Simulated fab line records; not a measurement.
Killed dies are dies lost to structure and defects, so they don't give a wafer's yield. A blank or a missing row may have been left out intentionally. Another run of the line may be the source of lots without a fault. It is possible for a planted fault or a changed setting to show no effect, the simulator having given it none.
Chamber matching / flow gf180mcu / GF_MIM_CVD_05 on pecvd-03 has 3 sister chambers
The step deposits Si3N4, target thk 42 nm, time 29.086 s. 18 wafers are shown with their chamber, then 9 later ones without.

== WAFERS PAIRED WITH THEIR CHAMBERS ==
wafer=L080.1; chamber=1; heater_power_w (W)=603
wafer=L080.2; chamber=0; heater_power_w (W)=813
wafer=L080.3; chamber=2; heater_power_w (W)=634
wafer=L080.4; chamber=2; heater_power_w (W)=642
wafer=L080.5; chamber=1; heater_power_w (W)=608
wafer=L080.6; chamber=0; heater_power_w (W)=838
wafer=L082.1; chamber=2; heater_power_w (W)=657
wafer=L082.2; chamber=1; heater_power_w (W)=619
wafer=L082.3; chamber=0; heater_power_w (W)=805
wafer=L082.4; chamber=1; heater_power_w (W)=611
wafer=L082.5; chamber=0; heater_power_w (W)=798
wafer=L082.6; chamber=2; heater_power_w (W)=654
wafer=L084.1; chamber=1; heater_power_w (W)=613
wafer=L084.3; chamber=2; heater_power_w (W)=567
wafer=L084.5; chamber=1; heater_power_w (W)=634
wafer=L085.1; chamber=2; heater_power_w (W)=600
wafer=L085.2; chamber=2; heater_power_w (W)=587
wafer=L085.5; chamber=2; heater_power_w (W)=597

SIGNATURES (means of the wafers above)
reading=heater_power_w; chamber 0=813.50; chamber 1=614.67; chamber 2=617.25; scatter within a chamber=25.1
Rule: for a wafer and a chamber, the distance is found by dividing, reading by reading, the gap between the wafer's reading and the chamber's mean by the reading's scatter, squaring, summing and taking the root. The wafer belongs to the nearest chamber; if the next one is less than 2 further off, it can't be placed. The scatter is the square root of a quotient: the sum, over the shown wafers, of each reading's squared deviation from its chamber's mean, divided by wafers minus chambers.

== WAFERS WITH NO CHAMBER GIVEN ==
wafer=L091.2; heater_power_w (W)=576
wafer=L091.4; heater_power_w (W)=796
wafer=L091.6; heater_power_w (W)=680
wafer=L092.2; heater_power_w (W)=627
wafer=L092.4; heater_power_w (W)=699
wafer=L092.6; heater_power_w (W)=596
wafer=L093.3; heater_power_w (W)=661
wafer=L093.4; heater_power_w (W)=676
wafer=L093.6; heater_power_w (W)=801

== CHAMBER TAKEN BY EACH ==
wafer=L091.2; from the rows above=can't be placed: 1 or 2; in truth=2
wafer=L091.4; from the rows above=0; in truth=0
wafer=L091.6; from the rows above=can't be placed: 2 or 1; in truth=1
wafer=L092.2; from the rows above=can't be placed: 2 or 1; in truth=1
wafer=L092.4; from the rows above=can't be placed: 2 or 1 or 0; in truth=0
wafer=L092.6; from the rows above=can't be placed: 1 or 2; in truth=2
wafer=L093.3; from the rows above=can't be placed: 2 or 1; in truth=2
wafer=L093.4; from the rows above=can't be placed: 2 or 1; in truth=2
wafer=L093.6; from the rows above=0; in truth=0
Correctly placed: 2 of 9. Cannot be placed on the basis of these rows: 7; the candidates contain the true chamber in 7. Number placed wrongly: 0.
